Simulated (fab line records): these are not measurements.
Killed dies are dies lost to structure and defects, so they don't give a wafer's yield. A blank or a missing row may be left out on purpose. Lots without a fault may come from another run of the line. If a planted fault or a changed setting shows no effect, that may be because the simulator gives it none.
fab line records | flow sky130
record lots=5 wafers=15 last-day=50
route steps=708 shown POLY_GATE@218
lots that met no fault: from a run of the same line without faults
start-h: hours from the record's first day to the start of the lot's first wafer shown | wait-h: time in hours since the lot's previous step | " as in the row above | L1.1+2: a single row standing in for several wafers | - either no value or no given start | * or withheld: withheld | < > ~ a bound
route shown NAME@n: NAME is a module with steps in the file, n the number in the route of the first one | usual: the fault-free wafers' mean and standard deviation | same: alike in all rows | chamber/n: place in a boat | sites: each site's reading | _std_site: standard deviation of those values | _edge_site: the outer-site mean with the inner-site mean subtracted | radius-mm: how far each site lies from the wafer's centre | mask NAME#n: copy n | behind: the last tool/chamber to shape the wafer | hold: reason for holding the lot/hours on hold/outcome of the hold | device: names the non-switching transistor (n, p or np) | end of line: the same wafers' tests at the end of the route | where a step has no rows: the recipe by itself | killed: count of dies lost to structure and defects at first sort (not the wafer's yield) | map: a wafer's dies, marking killed ones x, the rest . and places with no die _
set.NAME: the setting that was run; set.NAME@STEP: the one run at that earlier step | model.NAME: the simulator's own value behind a step, which no gauge read
certain route steps with their lots: each step a table, each wafer a row
services: a tool's chamber out of use, with start hour (start-h, from the record's first day; less than 0 if before it), hours out, and reason
## steps
# step SKY_POLY_GATE_THK_MEAS_04
# recipe reads=Si3N4_of_POLY_GATE_CVD_03
# usual POLY_GATE_CVD_03_THK=74.7/0.64
# columns lot.wafer tool chamber start-h wait-h POLY_GATE_CVD_03_THK[nm]
L080.1 film-metro-04 - 414.26 0.0 74.3
L080.2 " - " " 74.0
L080.6 " - " " 74.8
L092.1 film-metro-04 - 502.72 0.0 73.8
L092.3 " - " " 73.9
L092.6 " - " " 74.2
L093.1 film-metro-02 - 514.12 0.0 75.4
L093.3 " - " " 74.9
L093.5 " - " " 74.7
L096.1 film-metro-04 - 530.45 0.0 73.2
L096.3 " - " " 73.1
L096.5 " - " " 73.1
L097.2 film-metro-02 - 532.86 0.0 74.5
L097.4 " - " " 75.0
L097.5 " - " " 74.1
# step SKY_POLY_GATE_DEHYDRATE_05
# recipe temp-c=200 time-s=60
# usual exhaust-pa=45.1/0.94 plate-temp-C=200.03/0.17
# columns lot.wafer tool chamber start-h wait-h exhaust-pa plate-temp-C
L080.1 litho-track-03 0 427.88 13.6 43.4 199.99
L080.2 " 0 " " 44.7 199.85
L080.6 " 0 " " 45.4 199.87
L092.1 litho-track-03 0 517.43 14.7 45.1 200.13
L092.3 " 0 " " 45.8 200.02
L092.6 " 0 " " 45.1 200.39
L093.1 litho-track-03 0 528.83 14.7 45.2 200.07
L093.3 " 0 " " 45.0 199.96
L093.5 " 0 " " 44.9 200.10
L096.1 litho-track-02 0 544.67 14.2 45.3 200.07
L096.3 " 0 " " 44.6 199.94
L096.5 " 0 " " 45.5 200.10
L097.2 litho-track-02 0 547.20 14.3 45.6 200.31
L097.4 " 0 " " 46.3 199.99
L097.5 " 0 " " 45.4 200.11
# step SKY_POLY_GATE_HMDS_06
# recipe prime-time-s=60 prime-temp-c=120
# usual exhaust-pa=44.9/0.88
# columns lot.wafer tool chamber start-h wait-h exhaust-pa
L080.1 litho-track-03 0 428.03 0.1 44.9
L080.2 " 0 " " 45.2
L080.6 " 0 " " 46.0
L092.1 litho-track-03 0 517.58 0.1 45.5
L092.3 " 0 " " 45.1
L092.6 " 0 " " 44.2
L093.1 litho-track-03 0 528.98 0.1 43.7
L093.3 " 0 " " 45.9
L093.5 " 0 " " 44.7
L096.1 litho-track-02 0 544.82 0.1 45.0
L096.3 " 0 " " 44.5
L096.5 " 0 " " 45.7
L097.2 litho-track-02 0 547.35 0.1 45.4
L097.4 " 0 " " 45.1
L097.5 " 0 " " 45.9
# step SKY_POLY_GATE_COAT_07
# recipe resist=BARC temp-c=withheld time-s=withheld spin-rpm=3000 resist-thk-nm=110
# usual exhaust-pa=45.1/0.85
# columns lot.wafer tool chamber start-h wait-h exhaust-pa
L080.1 litho-track-03 0 428.18 0.1 44.7
L080.2 " 0 " " 45.7
L080.6 " 0 " " 44.7
L092.1 litho-track-03 0 517.73 0.1 44.5
L092.3 " 0 " " 44.5
L092.6 " 0 " " 45.8
L093.1 litho-track-03 0 529.13 0.1 44.3
L093.3 " 0 " " 44.5
L093.5 " 0 " " 46.5
L096.1 litho-track-02 0 544.97 0.1 46.0
L096.3 " 0 " " 44.5
L096.5 " 0 " " 45.4
L097.2 litho-track-02 0 547.50 0.1 43.8
L097.4 " 0 " " 45.3
L097.5 " 0 " " 45.4
# step SKY_POLY_GATE_COAT_08
# recipe resist=KrF-thick spin-rpm=3000 resist-thk-nm=450
# usual exhaust-pa=44.8/0.91
# columns lot.wafer tool chamber start-h wait-h exhaust-pa
L080.1 litho-track-03 0 - - 45.6
L080.2 " 0 " " 45.2
L080.6 " 0 " " 44.5
L092.1 litho-track-03 0 - - 45.4
L092.3 " 0 " " 45.0
L092.6 " 0 " " 44.4
L093.1 litho-track-03 0 - - 44.4
L093.3 " 0 " " 44.4
L093.5 " 0 " " 44.3
L096.1 litho-track-02 0 - - 44.9
L096.3 " 0 " " 44.8
L096.5 " 0 " " 44.4
L097.2 litho-track-02 0 - - 45.3
L097.4 " 0 " " 45.0
L097.5 " 0 " " 45.1
# step SKY_POLY_GATE_SOFTBAKE_09
# recipe temp-c=100 time-s=90 resist=KrF-thick
# usual exhaust-pa=44.9/0.86 plate-temp-C=99.98/0.12
# columns lot.wafer tool chamber start-h wait-h exhaust-pa plate-temp-C
L080.1 litho-track-03 0 - - 44.5 100.04
L080.2 " 0 " " 43.9 100.15
L080.6 " 0 " " 44.1 100.27
L092.1 litho-track-03 0 - - 43.7 99.76
L092.3 " 0 " " 43.7 99.69
L092.6 " 0 " " 43.3 99.92
L093.1 litho-track-03 0 - - 46.0 99.86
L093.3 " 0 " " 44.5 99.99
L093.5 " 0 " " 45.0 99.88
L096.1 litho-track-02 0 - - 46.0 99.96
L096.3 " 0 " " 45.6 99.98
L096.5 " 0 " " 46.3 99.98
L097.2 litho-track-02 0 - - 45.0 100.05
L097.4 " 0 " " 45.3 99.99
L097.5 " 0 " " 44.7 99.98
# step SKY_POLY_GATE_EXPOSE_10
# recipe mask-id=P1M na=0.68 source-shape=conventional sigma-outer=0.6 target-cd-nm=150 dose-mj=28
# usual focus-offset-nm=0.0/0.51 reticle-temp-C=22.98/0.094
# columns lot.wafer tool chamber start-h wait-h mask focus-offset-nm reticle-temp-C
L080.1 krf-scanner-02 0 - - P1M#0 0.5 23.02
L080.2 " 0 " " P1M#0 -0.4 23.03
L080.6 " 0 " " P1M#0 0.3 22.98
L092.1 krf-scanner-01 0 - - P1M#0 0.2 22.97
L092.3 " 0 " " P1M#0 -0.7 23.00
L092.6 " 0 " " P1M#0 0.4 23.12
L093.1 krf-scanner-01 0 - - P1M#0 0.8 23.01
L093.3 " 0 " " P1M#0 -0.3 23.00
L093.5 " 0 " " P1M#0 0.0 22.79
L096.1 krf-scanner-01 0 - - P1M#0 -0.1 23.07
L096.3 " 0 " " P1M#0 0.1 23.10
L096.5 " 0 " " P1M#0 0.3 22.92
L097.2 krf-scanner-01 0 - - P1M#0 -0.2 22.85
L097.4 " 0 " " P1M#0 -0.2 23.03
L097.5 " 0 " " P1M#0 -0.1 22.73
# step SKY_POLY_GATE_PEB_11
# recipe peb-temp-c=withheld peb-time-s=withheld resist=KrF-thick
# usual exhaust-pa=44.9/1
# columns lot.wafer tool chamber start-h wait-h exhaust-pa
L080.1 litho-track-03 0 - - 44.2
L080.2 " 0 " " 44.7
L080.6 " 0 " " 43.8
L092.1 litho-track-02 0 - - 45.3
L092.3 " 0 " " 45.7
L092.6 " 0 " " 44.1
L093.1 litho-track-04 0 - - 44.3
L093.3 " 0 " " 44.4
L093.5 " 0 " " 43.9
L096.1 litho-track-03 0 - - 43.9
L096.3 " 0 " " 46.7
L096.5 " 0 " " 45.0
L097.2 litho-track-04 0 - - 45.1
L097.4 " 0 " " 45.7
L097.5 " 0 " " 45.0
# step SKY_POLY_GATE_DEVELOP_12
# recipe develop-time-s=60 resist=KrF-thick dev-temp-c=21
# usual developer-temp-C=21.02/0.1 exhaust-pa=45.0/0.74
# columns lot.wafer tool chamber start-h wait-h developer-temp-C exhaust-pa
L080.1 litho-track-03 0 - - 21.00 45.5
L080.2 " 0 " " 20.96 45.3
L080.6 " 0 " " 20.95 45.0
L092.1 litho-track-02 0 - - 21.02 44.0
L092.3 " 0 " " 20.92 43.9
L092.6 " 0 " " 20.94 43.6
L093.1 litho-track-04 0 - - 20.89 45.2
L093.3 " 0 " " 20.97 45.8
L093.5 " 0 " " 20.96 44.2
L096.1 litho-track-03 0 - - 20.96 44.3
L096.3 " 0 " " 21.07 44.3
L096.5 " 0 " " 21.05 45.7
L097.2 litho-track-04 0 - - 20.90 44.7
L097.4 " 0 " " 21.06 44.2
L097.5 " 0 " " 21.10 44.0
# step SKY_POLY_GATE_CD_MEAS_13
# recipe target-cd-nm=150
# usual cd-nm=150.1/1.4
# columns lot.wafer tool chamber start-h wait-h cd-nm
L080.1 cd-sem-02 - 444.33 - 151.0
L080.2 " - " " 152.0
L080.6 " - " " 151.2
L092.1 cd-sem-01 - 533.07 - 150.0
L092.3 " - " " 148.7
L092.6 " - " " 150.7
L093.1 cd-sem-01 - 544.94 - 151.9
L093.3 " - " " 151.6
L093.5 " - " " 151.0
L096.1 cd-sem-02 - 560.33 - 151.1
L096.3 " - " " 151.2
L096.5 " - " " 151.9
L097.2 cd-sem-01 - 562.76 - 150.8
L097.4 " - " " 151.5
L097.5 " - " " 149.8
# step SKY_POLY_GATE_OVL_MEAS_14
# usual POLY_GATE_OVL=1/5.6
# columns lot.wafer tool chamber start-h wait-h POLY_GATE_OVL[nm]
L080.1 overlay-01 - 444.45 0.1 9
L080.2 " - " " 3
L080.6 " - " " 2
L092.1 overlay-01 - 533.19 0.1 7
L092.3 " - " " 2
L092.6 " - " " 4
L093.1 overlay-01 - 545.06 0.1 -9
L093.3 " - " " -14
L093.5 " - " " -2
L096.1 overlay-02 - 560.45 0.1 1
L096.3 " - " " -4
L096.5 " - " " -2
L097.2 overlay-01 - 562.86 0.1 -4
L097.4 " - " " -3
L097.5 " - " " -9
# step SKY_POLY_GATE_ETCH_15
# recipe chemistry=N2/H2 target=BARC ion-energy-ev=200 source-w=500 bias-w=100 pressure-mtorr=30 n2-flow-sccm=100 h2-flow-sccm=200 stop-on=SiO2 time-s=118.5 target-depth-a=1100
# usual drypump-motor-current-A=5.9/0.43 h2-flow-sccm=200.1/0.62 oes-product-au=0.717/0.0045 throttle-valve-pct=13.213/0.0084
# columns lot.wafer tool chamber start-h wait-h drypump-motor-current-A h2-flow-sccm oes-product-au rf-hours-counter-h throttle-valve-pct
L080.1 rie-diel-04 1 444.49 0.0 5.9 198.7 0.717 0 13.197
L080.2 " 2 " " 5.9 200.1 0.722 61 13.207
L080.6 " 3 " " 6.1 200.9 0.714 - 13.219
L092.1 rie-diel-03 2 533.23 0.0 6.8 199.0 0.716 59 13.209
L092.3 " 3 " " 5.5 200.0 0.710 4 13.197
L092.6 " 0 " " 5.8 199.4 0.722 - 13.208
L093.1 rie-diel-04 0 545.09 0.0 5.8 199.9 0.716 3 13.205
L093.3 " 1 " " 5.9 200.3 0.720 3 13.229
L093.5 " 3 " " 6.1 200.2 0.720 - 13.211
L096.1 rie-diel-03 0 560.49 0.0 5.8 199.6 0.710 10 13.206
L096.3 " 1 " " 5.1 199.0 0.714 59 13.211
L096.5 " 1 " " 5.1 198.7 0.715 - 13.231
L097.2 rie-diel-04 1 562.89 0.0 5.9 199.8 0.718 4 13.230
L097.4 " 3 " " 6.0 199.4 0.713 15 13.216
L097.5 " 2 " " 5.9 200.3 0.715 - 13.234
# step SKY_POLY_GATE_ETCH_16
# recipe stop-on=poly-Si chemistry=CH3F/O2 target=Si3N4 source-w=400 bias-w=80 pressure-mtorr=25 ch3f-flow-sccm=40 O2_flow_sccm=30 time-s=147.5 target-depth-a=750
# usual drypump-motor-current-A=5.9/0.42 oes-product-au=0.639/0.0054 throttle-valve-pct=10.536/0.0092
# columns lot.wafer tool chamber start-h wait-h drypump-motor-current-A oes-product-au rf-hours-counter-h throttle-valve-pct
L080.1 rie-diel-04 1 444.57 0.0 5.9 0.633 0 10.542
L080.2 " 2 " " 5.9 0.635 61 10.556
L080.6 " 3 " " 6.0 0.637 - 10.528
L092.1 rie-diel-03 2 533.31 0.0 6.7 0.633 59 10.535
L092.3 " 3 " " 5.5 0.637 4 10.546
L092.6 " 0 " " 5.8 0.633 - 10.557
L093.1 rie-diel-04 0 545.18 0.0 5.8 0.647 3 10.519
L093.3 " 1 " " 5.9 0.637 3 10.541
L093.5 " 3 " " 6.0 0.636 - 10.525
L096.1 rie-diel-03 0 560.57 0.0 5.8 0.639 10 10.555
L096.3 " 1 " " 5.0 0.628 59 10.531
L096.5 " 1 " " 5.0 0.638 - 10.529
L097.2 rie-diel-04 1 562.98 0.0 5.9 0.631 4 10.533
L097.4 " 3 " " 6.0 0.643 15 10.552
L097.5 " 2 " " 5.9 0.636 - 10.523
# step SKY_POLY_GATE_ETCH_17
# recipe target-depth-nm=180 stop-on=SiO2 over-etch-frac=0.56667 chemistry=HBr/Cl2 target=poly-Si icp-w=400 bias-w=100 pressure-mtorr=10 HBr_flow_sccm=150 Cl2_flow_sccm=50 time-s=70.5
# usual drypump-motor-current-A=5.8/0.34 oes-product-au=0.988/0.0062 throttle-valve-pct=33.683/0.009
# columns lot.wafer tool chamber start-h wait-h drypump-motor-current-A oes-product-au rf-hours-counter-h throttle-valve-pct
L080.1 rie-si-02 3 444.67 0.0 5.5 0.986 68 33.689
L080.2 " 1 " " 5.2 0.982 1 33.672
L080.6 " 3 " " 5.5 0.977 - 33.687
L092.1 rie-si-01 1 533.41 0.0 5.8 0.986 1 33.676
L092.3 " 3 " " 5.8 0.989 1 33.689
L092.6 " 1 " " 5.8 0.988 - 33.690
L093.1 rie-si-02 3 545.27 0.0 5.5 0.980 0 33.692
L093.3 " 0 " " 6.2 0.985 6 33.685
L093.5 " 1 " " 5.2 0.980 - 33.694
L096.1 rie-si-01 0 560.67 0.0 6.2 0.981 2 33.687
L096.3 " 3 " " 5.7 0.985 1 33.678
L096.5 " 0 " " 6.2 0.990 - 33.677
L097.2 rie-si-02 1 563.07 0.0 5.2 0.979 2 33.674
L097.4 " 0 " " 6.3 0.987 6 33.692
L097.5 " 3 " " 5.5 0.986 - 33.663
# step SKY_POLY_GATE_STRIP_18
# recipe chemistry=O2/N2 power-w=1400 pressure-mtorr=1500 platen-temp-c=withheld o2-flow-sccm=3000 n2-flow-sccm=300 overash-fraction=0.5
# usual drypump-motor-current-A=5.61/0.26 oes-product-au=0.361/0.0044 strip-time-to-endpoint-s=3.180/0.029
# columns lot.wafer tool chamber start-h wait-h drypump-motor-current-A oes-product-au rf-hours-counter-h strip-time-to-endpoint-s
L080.1 plasma-asher-03 0 444.72 0.0 5.74 0.358 76 3.174
L080.2 " 1 " " 5.50 0.362 76 3.197
L080.6 " 0 " " 5.73 0.360 - 3.190
L092.1 plasma-asher-01 1 533.47 0.0 5.51 0.362 71 3.165
L092.3 " 0 " " 5.34 0.366 - 3.162
L092.6 " 0 " " 5.32 0.363 - 3.177
L093.1 plasma-asher-03 1 545.33 0.0 5.43 0.366 83 3.222
L093.3 " 0 " " 5.75 0.360 - 3.173
L093.5 " 1 " " 5.41 0.357 - 3.220
L096.1 plasma-asher-04 0 560.72 0.0 5.76 0.364 44 3.203
L096.3 " 0 " " 5.78 0.373 - 3.218
L096.5 " 0 " " 5.77 0.367 - 3.260
L097.2 plasma-asher-01 0 563.13 0.0 5.31 0.360 75 3.132
L097.4 " 1 " " 5.56 0.359 - 3.180
L097.5 " 0 " " 5.29 0.364 - 3.140
# step SKY_POLY_GATE_CLEAN_19
# recipe chemistry=SC1/SC2 mix=1:4:20 temp-c=70 time-s=150 dry=n2-spin
# columns lot.wafer tool chamber start-h wait-h
L080.1+2+6 wet-bench-02 2 444.82 0.1
L092.1+3+6 wet-bench-02 3 533.57 0.1
L093.1+3+5 wet-bench-02 2 545.43 0.1
L096.1+3+5 wet-bench-02 0 560.82 0.1
L097.2+4+5 wet-bench-02 0 563.23 0.1
# step SKY_POLY_GATE_OXIDATION_20
# recipe temp-c=850 ambient=O2 stabilise-s=600 purge-s=300 target-thk-a=40 ox-time-s=899
# usual tube-center-temp-C=850/0.081 zone-power-bottom-pct=25.8/2.7 zone-power-upper-pct=17.0/1.3
# same purge-s=300
# columns lot.wafer tool chamber start-h wait-h tube-center-temp-C zone-power-bottom-pct zone-power-upper-pct
L080.1 furnace-01 0 446.84 1.9 849.99 24.1 16.3
L080.2 " 0 " " 850.05 24.2 16.3
L080.6 " 0 " " 849.93 24.0 16.1
L092.1 furnace-01 0 533.92 0.3 850.05 24.4 16.2
L092.3 " 0 " " 849.98 24.0 16.0
L092.6 " 0 " " 850.01 24.2 16.1
L093.1 furnace-01 0 545.48 0.0 849.94 24.3 16.1
L093.3 " 0 " " 850.09 24.1 16.2
L093.5 " 0 " " 850.04 24.6 16.3
L096.1 furnace-02 0 560.87 0.0 849.99 29.8 19.1
L096.3 " 0 " " 850.12 29.8 19.0
L096.5 " 0 " " 850.14 29.7 18.9
L097.2 furnace-01 0 564.18 0.9 850.06 24.6 16.2
L097.4 " 0 " " 850.12 24.2 16.0
L097.5 " 0 " " 850.08 23.7 16.2
# step SKY_POLY_GATE_THK_MEAS_21
# recipe reads=SiO2_of_POLY_GATE_OXIDATION_20
# usual POLY_GATE_OXIDATION_THK=4.04/0.069
# columns lot.wafer tool chamber start-h wait-h POLY_GATE_OXIDATION_THK[nm]
L080.1 film-metro-01 - 448.12 0.0 4.11
L080.2 " - " " 4.01
L080.6 " - " " 4.13
L092.1 film-metro-04 - 535.17 0.0 4.04
L092.3 " - " " 4.06
L092.6 " - " " 4.01
L093.1 film-metro-01 - 546.73 0.0 4.01
L093.3 " - " " 4.09
L093.5 " - " " 4.01
L096.1 film-metro-01 - 562.12 0.0 3.97
L096.3 " - " " 4.06
L096.5 " - " " 4.02
L097.2 film-metro-04 - 565.44 0.0 3.90
L097.4 " - " " 3.97
L097.5 " - " " 3.96
# step SKY_POLY_GATE_CD_MEAS_22
# usual cd-nm=150.5/1.7
# columns lot.wafer tool chamber start-h wait-h cd-nm
L080.1 cd-sem-01 - 448.18 0.1 151.2
L080.2 " - " " 154.6
L080.6 " - " " 150.1
L092.1 cd-sem-01 - 535.23 0.1 153.4
L092.3 " - " " 150.4
L092.6 " - " " 152.8
L093.1 cd-sem-01 - 546.79 0.1 151.5
L093.3 " - " " 150.9
L093.5 " - " " 151.2
L096.1 cd-sem-01 - 562.18 0.1 150.2
L096.3 " - " " 150.3
L096.5 " - " " 149.8
L097.2 cd-sem-02 - 565.52 0.1 150.5
L097.4 " - " " 149.5
L097.5 " - " " 152.9
## services
# columns tool chamber start-h hours kind
wet-bench-02 - 420.95 1.5 repair
furnace-01 - 423.59 3.6 pm
furnace-02 - 428.79 42.2 pm
krf-scanner-02 - 433.92 1.3 pm
krf-scanner-02 - 442.83 0.3 repair
rie-diel-04 0 446.31 9.7 repair
rie-si-01 0 454.97 5.7 repair
krf-scanner-02 - 467.40 1.0 pm
plasma-asher-03 - 468.31 28.1 pm
furnace-01 - 471.83 8.2 pm
rie-diel-03 2 472.67 6.0 repair
wet-bench-02 - 473.38 1.9 pm
krf-scanner-01 - 477.76 1.0 pm
rie-diel-04 2 483.63 42.0 repair
rie-diel-03 1 487.13 9.6 repair
plasma-asher-01 - 495.49 3.4 repair
krf-scanner-01 - 496.44 4.0 pm
krf-scanner-01 - 502.02 1.3 pm
krf-scanner-01 - 508.11 2.1 repair
plasma-asher-03 - 510.57 2.8 pm
rie-si-01 - 518.07 14.6 pm
furnace-01 - 527.90 2.6 pm
rie-diel-04 2 552.23 3.4 repair
rie-si-02 0 563.90 6.6 repair
## key
fault none
